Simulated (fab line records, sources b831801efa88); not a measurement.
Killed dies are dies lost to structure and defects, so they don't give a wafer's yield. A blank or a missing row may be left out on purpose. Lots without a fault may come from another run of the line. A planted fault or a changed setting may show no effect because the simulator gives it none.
fab line records | flow sky130
record lots=5 wafers=15 last_day=50
route steps=708 shown GATE_OXIDE@198 POLY_GATE@204 RES_PROTECT@206 PAD_OPEN@708
lots that met no fault: from a run of the same line without faults
start_h: hours from the record's first day to the start of the lot's first wafer shown | wait_h: hours since the lot's step before | " the same as in the row above | L1.1+2: a row that stands for several wafers | - no value, or no start given | * or withheld: withheld | < > ~ a bound
route shown NAME@n: a module of which the file shows steps, and the number in the route of the first | usual: mean/standard deviation of fault-free wafers | same: alike in all rows | chamber/n: place in a boat | sites: the reading at each site | _std_site: their standard deviation | _edge_site: outer sites' mean less inner sites' | radius_mm: how far each site lies from the wafer's centre | mask NAME#n: copy n | behind: the tool/chamber that last shaped the wafer | hold: why the lot was held/for how many hours/how that ended | device: the transistor (n, p or np) that didn't switch | end of line: the same wafers' tests at the end of the route | a step without rows: its recipe alone | killed: dies lost to structure and defects at the first sort, not the wafer's yield | map: a wafer's dies, x killed, . not, _ none there
set.NAME: the setting as run; set.NAME@STEP: as run at that earlier step | model.NAME: the simulator's own value behind a step, which no gauge read
lots at some steps of the route; a table a step, a row a wafer
services: from which hour (start_h, from the record's first day; less than 0 if before it) a tool's chamber was out of use, for how many hours, and why
## steps
# step SKY_GATE_OXIDE_IMPLANT_11
# recipe species=B energy_kev=10 dose_cm2=2.6e+12 tilt_deg=withheld
# step SKY_GATE_OXIDE_WET_ETCH_12
# recipe chemistry=dHF target_depth_nm=16.8 dry=n2_spin target=SiO2 dilution=100:1 temp_c=25 time_s=336
# step SKY_GATE_OXIDE_STRIP_13
# recipe chemistry=O2/N2 power_w=1400 pressure_mtorr=1500 platen_temp_c=withheld o2_flow_sccm=3000 n2_flow_sccm=300 overash_fraction=0.5
# usual drypump_motor_current_A=5.9/0.49 oes_product_au=0.717/0.0044 strip_time_to_endpoint_s=14.18/0.042
# columns lot.wafer tool chamber start_h wait_h drypump_motor_current_A oes_product_au rf_hours_counter_h strip_time_to_endpoint_s
L970.1 plasma_asher-03 1 334.58 0.0 5.3 0.719 22 14.15
L970.4 " 0 " " 5.8 0.715 - 14.16
L970.6 " 1 " " 5.3 0.713 - 14.16
L973.3 plasma_asher-01 1 339.41 0.0 5.6 0.718 - 14.14
L973.4 " 0 " " 6.1 0.722 - 14.11
L973.5 " 1 " " 5.6 0.713 - 14.11
L982.2 plasma_asher-03 0 420.48 0.0 5.8 0.719 31 14.17
L982.4 " 1 " " 5.3 0.716 - 14.23
L982.5 " 1 " " 5.3 0.712 - 14.22
L983.1 plasma_asher-03 0 430.34 0.0 5.8 0.716 32 14.21
L983.2 " 1 " " 5.3 0.719 32 14.17
L983.4 " 1 " " 5.3 0.724 - 14.17
L990.3 plasma_asher-01 0 492.42 0.0 6.1 0.720 - 14.24
L990.4 " 1 " " 5.5 0.718 - 14.27
L990.6 " 0 " " 6.1 0.713 - 14.19
# step SKY_GATE_OXIDE_TW_MEAS_14
# usual GATE_OXIDE_TW=222.3/2.4
# columns lot.wafer tool chamber start_h wait_h GATE_OXIDE_TW
L970.1 film_metro-04 - 334.68 0.1 226.5
L970.4 " - " " 226.6
L970.6 " - " " 225.1
L973.3 film_metro-03 - 339.50 0.1 220.7
L973.4 " - " " 219.8
L973.5 " - " " 219.0
L982.2 film_metro-03 - 420.59 0.1 220.7
L982.4 " - " " 219.7
L982.5 " - " " 221.7
L983.1 film_metro-04 - 430.44 0.1 225.8
L983.2 " - " " 226.7
L983.4 " - " " 226.5
L990.3 film_metro-03 - 492.51 0.1 220.8
L990.4 " - " " 220.5
L990.6 " - " " 221.3
# step SKY_GATE_OXIDE_CLEAN_15
# recipe chemistry=SC1/SC2 mix=1:4:20 temp_c=70 time_s=150 dry=n2_spin
# step SKY_GATE_OXIDE_OXIDATION_16
# recipe temp_c=800 ambient=O2 idle_temp_c=700 ramp_up_c_per_min=10 ramp_down_c_per_min=3 stabilise_s=600 purge_s=300 target_thk_a=35.7 ox_time_s=1915
# step SKY_POLY_GATE_CVD_00
# recipe material=poly-Si target_thk_nm=180 temp_c=620 time_s=720 pressure_mtorr=200
# step SKY_POLY_GATE_THK_MEAS_01
# recipe reads=poly-Si_of_POLY_GATE_CVD_00
# usual POLY_GATE_CVD_00_THK=181.2/1.7
# columns lot.wafer tool chamber start_h wait_h POLY_GATE_CVD_00_THK[nm]
L970.1 film_metro-03 - 345.68 0.1 179.4
L970.4 " - " " 181.2
L970.6 " - " " 178.8
L973.3 film_metro-04 - 345.71 0.1 179.6
L973.4 " - " " 180.6
L973.5 " - " " 179.8
L982.2 film_metro-04 - 424.52 0.0 182.0
L982.4 " - " " 183.0
L982.5 " - " " 183.3
L983.1 film_metro-04 - 434.37 0.0 178.9
L983.2 " - " " 180.4
L983.4 " - " " 180.4
L990.3 film_metro-01 - 495.35 0.0 181.6
L990.4 " - " " 181.3
L990.6 " - " " 179.5
# step SKY_RES_PROTECT_DEHYDRATE_00
# recipe temp_c=200 time_s=60
# step SKY_RES_PROTECT_HMDS_01
# recipe prime_time_s=60 prime_temp_c=120
# step SKY_RES_PROTECT_COAT_02
# recipe resist=NOVOLAK spin_rpm=3000 resist_thk_nm=1140
# step SKY_RES_PROTECT_SOFTBAKE_03
# recipe temp_c=90 time_s=60 resist=NOVOLAK
# step SKY_RES_PROTECT_EXPOSE_04
# recipe mask_id=RPM na=0.6 source_shape=conventional sigma_outer=0.6 polarization=unpolarized target_cd_nm=1270 dose_mj=131
# usual reticle_temp_C=23.00/0.11
# columns lot.wafer tool chamber start_h wait_h mask reticle_temp_C
L970.1 iline_stepper-02 0 359.96 - RPM#0 23.01
L970.4 " 0 " " RPM#0 23.23
L970.6 " 0 " " RPM#0 23.18
L973.3 iline_stepper-01 0 360.36 - RPM#0 22.86
L973.4 " 0 " " RPM#0 23.08
L973.5 " 0 " " RPM#0 23.06
L982.2 iline_stepper-02 0 439.77 - NTM#0 23.06
L982.4 " 0 " " NTM#0 23.01
L982.5 " 0 " " NTM#0 23.10
L983.1 iline_stepper-01 0 449.97 - RPM#0 23.05
L983.2 " 0 " " RPM#0 23.05
L983.4 " 0 " " RPM#0 23.16
L990.3 iline_stepper-01 0 509.97 - RPM#0 22.98
L990.4 " 0 " " RPM#0 22.89
L990.6 " 0 " " RPM#0 22.94
# step SKY_RES_PROTECT_PEB_05
# recipe temp_c=withheld time_s=* resist=NOVOLAK
# step SKY_RES_PROTECT_DEVELOP_06
# recipe resist=NOVOLAK developer=TMAH develop_time_s=60 dev_temp_c=23
# step SKY_POLY_GATE_IMPLANT_02
# recipe species=P energy_kev=30 dose_cm2=7.7e+15 tilt_deg=0
# step SKY_RES_PROTECT_STRIP_07
# recipe chemistry=O2/N2 power_w=1400 pressure_mtorr=1500 platen_temp_c=withheld o2_flow_sccm=3000 n2_flow_sccm=300 overash_fraction=0.5
# usual drypump_motor_current_A=6.1/0.44 oes_product_au=0.517/0.0046 strip_time_to_endpoint_s=23.29/0.04
# columns lot.wafer tool chamber start_h wait_h drypump_motor_current_A oes_product_au rf_hours_counter_h strip_time_to_endpoint_s
L970.1 plasma_asher-01 1 374.14 0.1 5.6 0.520 73 23.35
L970.4 " 1 " " 5.6 0.518 - 23.35
L970.6 " 1 " " 5.6 0.520 - 23.32
L973.3 plasma_asher-01 0 374.28 0.1 6.1 0.514 - 23.18
L973.4 " 1 " " 5.6 0.525 - 23.21
L973.5 " 0 " " 6.1 0.523 - 23.27
L982.2 plasma_asher-04 0 455.24 0.1 5.7 0.512 67 23.33
L982.4 " 1 " " 6.6 0.515 - 23.35
L982.5 " 0 " " 5.7 0.518 - 23.31
L983.1 plasma_asher-04 0 465.40 0.1 5.7 0.520 68 23.27
L983.2 " 1 " " 6.6 0.522 68 23.26
L983.4 " 0 " " 5.7 0.520 - 23.25
L990.3 plasma_asher-04 0 525.53 0.1 5.7 0.518 - 23.28
L990.4 " 1 " " 6.6 0.518 - 23.30
L990.6 " 0 " " 5.7 0.524 - 23.25
# step SKY_RES_PROTECT_TW_MEAS_08
# usual POLY_GATE_TW=4016/65
# columns lot.wafer tool chamber start_h wait_h POLY_GATE_TW
L970.1 film_metro-02 - 374.24 0.1 3944
L970.4 " - " " 3963
L970.6 " - " " 3942
L973.3 film_metro-03 - 374.36 0.1 3977
L973.4 " - " " 3964
L973.5 " - " " 3976
L982.2 film_metro-02 - 455.35 0.1 30
L982.4 " - " " 30
L982.5 " - " " 29
L983.1 film_metro-03 - 465.50 0.1 3996
L983.2 " - " " 4010
L983.4 " - " " 4019
L990.3 film_metro-02 - 525.61 0.1 3945
L990.4 " - " " 3963
L990.6 " - " " 3952
# step SKY_RES_PROTECT_CLEAN_09
# recipe chemistry=SC1/SC2 mix=1:4:20 temp_c=70 time_s=150 dry=n2_spin
# step SKY_PAD_OPEN_PROBE_99
# usual killed_at_M0_to_M3=44/7.4 killed_at_M4_up=3.0/1.6 killed_at_contacts=24/5 killed_at_front_end=15/4.6 killed_at_other=0.4/0.65 killed_dies=86/9.6 killed_open=48/7.4 killed_short=38/6.9
# same gross_dies=492 killed_at_back_side=0
# columns lot.wafer tool chamber start_h wait_h killed_at_M0_to_M3 killed_at_M4_up killed_at_contacts killed_at_front_end killed_at_other killed_dies killed_open killed_short
L970.1 prober-02 - 1098.81 0.1 40 2 21 16 3 82 50 29
L970.4 prober-02 - 1098.96 0.2 46 4 11 29 2 92 52 38
L970.6 prober-02 - 1099.06 0.2 49 3 26 14 1 93 48 44
L973.3 prober-02 - 1109.56 0.2 42 5 30 15 0 92 54 38
L973.4 prober-02 - 1109.61 0.2 49 3 21 20 0 93 51 42
L973.5 prober-02 - 1109.66 0.2 42 3 24 13 1 83 52 30
L982.2 prober-01 - 1151.16 0.1 51 1 24 22 0 98 56 42
L982.4 prober-01 - 1151.26 0.2 46 2 27 18 0 93 49 44
L982.5 prober-01 - 1151.31 0.2 43 5 24 25 1 98 51 46
L983.1 prober-02 - 1155.81 0.1 49 4 27 10 1 91 47 44
L983.2 prober-02 - 1155.86 0.1 40 1 21 9 1 72 51 20
L983.4 prober-02 - 1155.96 0.2 49 3 22 17 0 91 50 40
L990.3 prober-01 - 1190.62 0.2 39 8 25 17 0 89 48 41
L990.4 prober-01 - 1190.67 0.2 45 4 21 11 0 81 43 38
L990.6 prober-01 - 1190.77 0.2 37 2 30 14 0 83 38 45
# killed by level:class
L970.1 VIA1:geometric_particle:open=13 CONTACT:geometric_particle:open=8 VIA3:geometric_particle:open=6 CONTACT:geometric_particle:short=5 VIA2:geometric_particle:open=5 FIELD_ISO:geometric_particle:open=4 POLY_GATE:geometric_particle:short=4 LI_CONTACT:geometric_particle:open=4
L970.4 VIA1:geometric_particle:open=17 VIA3:geometric_particle:open=11 FIELD_ISO:geometric_particle:open=9 FIELD_ISO:geometric_particle:short=8 POLY_GATE:geometric_particle:short=5 METAL2:geometric_particle:short=5 LI_CONTACT:geometric_particle:open=4 VIA1:geometric_particle:short=4
L970.6 VIA1:geometric_particle:open=14 CONTACT:geometric_particle:open=8 METAL1:geometric_particle:short=8 VIA2:geometric_particle:open=7 LI_CONTACT:geometric_particle:open=6 CONTACT:geometric_particle:short=5 VIA3:geometric_particle:open=5 LI_CONTACT:geometric_particle:short=4
L973.3 LI_CONTACT:geometric_particle:open=10 VIA1:geometric_particle:open=9 VIA3:geometric_particle:open=8 CONTACT:geometric_particle:open=8 VIA2:geometric_particle:short=6 METAL1:geometric_particle:short=5 LI_CONTACT:geometric_particle:short=4 LOCAL_INTERCONNECT:geometric_particle:short=4
L973.4 VIA1:geometric_particle:open=12 LI_CONTACT:geometric_particle:open=9 VIA3:geometric_particle:open=9 METAL2:geometric_particle:short=8 VIA1:geometric_particle:short=7 POLY_GATE:geometric_particle:short=6 CONTACT:geometric_particle:open=6 FIELD_ISO:geometric_particle:short=5
L973.5 VIA1:geometric_particle:open=11 VIA3:geometric_particle:open=10 LI_CONTACT:geometric_particle:open=9 CONTACT:geometric_particle:open=9 FIELD_ISO:geometric_particle:open=4 VIA2:geometric_particle:short=4 METAL2:geometric_particle:short=4 LOCAL_INTERCONNECT:geometric_particle:short=3
L982.2 VIA1:geometric_particle:open=17 FIELD_ISO:geometric_particle:open=8 LI_CONTACT:geometric_particle:open=7 CONTACT:geometric_particle:open=6 VIA1:geometric_particle:short=6 VIA2:geometric_particle:open=6 LOCAL_INTERCONNECT:geometric_particle:short=5 VIA3:geometric_particle:open=5
L982.4 VIA3:geometric_particle:open=11 VIA1:geometric_particle:open=11 CONTACT:geometric_particle:short=8 VIA2:geometric_particle:open=7 CONTACT:geometric_particle:open=6 FIELD_ISO:geometric_particle:short=5 POLY_GATE:geometric_particle:open=5 LI_CONTACT:geometric_particle:open=5
L982.5 VIA1:geometric_particle:open=12 FIELD_ISO:geometric_particle:short=8 VIA3:geometric_particle:open=8 LI_CONTACT:geometric_particle:open=8 CONTACT:geometric_particle:open=8 FIELD_ISO:geometric_particle:open=6 POLY_GATE:geometric_particle:open=4 LOCAL_INTERCONNECT:geometric_particle:short=4
L983.1 VIA1:geometric_particle:open=15 CONTACT:geometric_particle:open=11 METAL2:geometric_particle:short=9 VIA1:geometric_particle:short=7 LI_CONTACT:geometric_particle:open=5 LOCAL_INTERCONNECT:geometric_particle:short=5 METAL1:geometric_particle:short=5 CONTACT:geometric_particle:short=4
L983.2 VIA3:geometric_particle:open=12 VIA1:geometric_particle:open=9 VIA2:geometric_particle:open=8 CONTACT:geometric_particle:open=7 LI_CONTACT:geometric_particle:open=5 CONTACT:geometric_particle:short=4 FIELD_ISO:geometric_particle:open=3 LOCAL_INTERCONNECT:geometric_particle:short=3
L983.4 VIA1:geometric_particle:open=12 FIELD_ISO:geometric_particle:open=8 LI_CONTACT:geometric_particle:open=8 VIA3:geometric_particle:open=6 CONTACT:geometric_particle:open=5 VIA2:geometric_particle:open=5 METAL2:geometric_particle:short=5 VIA2:geometric_particle:short=5
L990.3 LI_CONTACT:geometric_particle:open=11 FIELD_ISO:geometric_particle:short=8 VIA1:geometric_particle:open=8 METAL2:geometric_particle:short=6 FIELD_ISO:geometric_particle:open=5 VIA3:geometric_particle:open=5 VIA3:geometric_particle:short=5 LI_CONTACT:geometric_particle:short=4
L990.4 CONTACT:geometric_particle:open=13 VIA1:geometric_particle:open=7 VIA3:geometric_particle:open=7 METAL1:geometric_particle:short=6 VIA2:geometric_particle:open=5 VIA1:geometric_particle:short=5 METAL2:geometric_particle:short=5 FIELD_ISO:geometric_particle:open=3
L990.6 CONTACT:geometric_particle:short=10 CONTACT:geometric_particle:open=8 VIA1:geometric_particle:open=8 VIA2:geometric_particle:open=7 FIELD_ISO:geometric_particle:open=5 LI_CONTACT:geometric_particle:open=5 LOCAL_INTERCONNECT:geometric_particle:short=5 METAL3:geometric_particle:short=5
## services
# columns tool chamber start_h hours kind
iline_stepper-02 - 412.20 1.7 pm
iline_stepper-01 - 416.11 3.1 repair
iline_stepper-02 0 421.81 - calibration
plasma_asher-01 - 440.93 0.7 repair
iline_stepper-01 - 441.64 2.1 pm
iline_stepper-01 - 443.72 - consumable_replace:lamp
iline_stepper-01 - 462.93 1.7 pm
iline_stepper-01 - 488.05 4.4 pm
iline_stepper-01 0 489.32 - calibration
plasma_asher-01 - 519.53 15.6 pm
## key
first_sign step=SKY_RES_PROTECT_EXPOSE_04 reading=mask direction=changed
effect step=SKY_RES_PROTECT_TW_MEAS_08 reading=POLY_GATE_TW direction=down sigmas=61 usual=4016 struck=30
met_at SKY_RES_PROTECT_EXPOSE_04
struck_wafers L982.2,L982.4,L982.5
tester_left_out L982
onset_between 359.96 439.77
fault kind=wrong_mask tool=any chamber=- onset_h=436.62 steps=SKY_RES_PROTECT_EXPOSE_04 aux_copy=NTM#0 scope=struck_lots_only
# tester_left_out: of these lots the tester's yield and bins aren't shown, on N5 and GAA mostly nor the transistor test; their killed dies are dies lost to structure and defects alone, not to doping, threshold or leakage, so they don't give the yield
